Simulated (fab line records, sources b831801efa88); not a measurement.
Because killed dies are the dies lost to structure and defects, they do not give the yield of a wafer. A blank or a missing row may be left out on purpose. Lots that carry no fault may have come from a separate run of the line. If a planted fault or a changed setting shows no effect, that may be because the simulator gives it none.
Matching of chambers | flow sfqLine | 4 sister chambers for SFQ_TRILAYER_I6_CMP_CMP_166 on cmp-02
The step polishes SiO2. 4 wafers are shown with their chamber, then 9 later ones without.

WAFERS PAIRED WITH THEIR CHAMBERS
wafer  | chamber | motorCurrentA (A)
L683.3 | 0       | 9.6
L685.3 | 1       | 10.1
L685.1 | 3       | 8.8
L685.6 | 2       | 10.8

WAFERS MISSING THEIR CHAMBER
wafer  | motorCurrentA (A)
L687.2 | 9.8
L687.5 | 11.5
L687.6 | 9.8
L689.2 | 8.8
L689.3 | 11.2
L689.6 | 8.4
L691.2 | 9.9
L691.4 | 11.2
L691.1 | 10.2

CHAMBER TAKEN BY EACH
wafer  | from the rows above          | in truth
L687.2 | can't be placed: 0 or 1      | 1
L687.5 | 2                            | 2
L687.6 | can't be placed: 0 or 1      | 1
L689.2 | 3                            | 3
L689.3 | 2                            | 2
L689.6 | 3                            | 3
L691.2 | can't be placed: 1 or 0      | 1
L691.4 | 2                            | 2
L691.1 | can't be placed: 1 or 0 or 2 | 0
Correct placement for 5 of the 9. From these rows, 4 cannot be placed; in 4 the true chamber is one of the candidates. Placed wrongly: 0.
How it was worked out, from the rows above alone: a wafer's distance from a chamber is the root of the sum, over the readings, of the square of ((its reading less the chamber's mean) divided by the reading's scatter). The wafer belongs to the nearest chamber; if the next one is less than 2 further off, it can't be placed. Each chamber's mean is taken over the wafers shown for it. The scatter: with one shown wafer a chamber, the root of the mean of the squares of how far each hidden wafer lies from its nearest shown one.
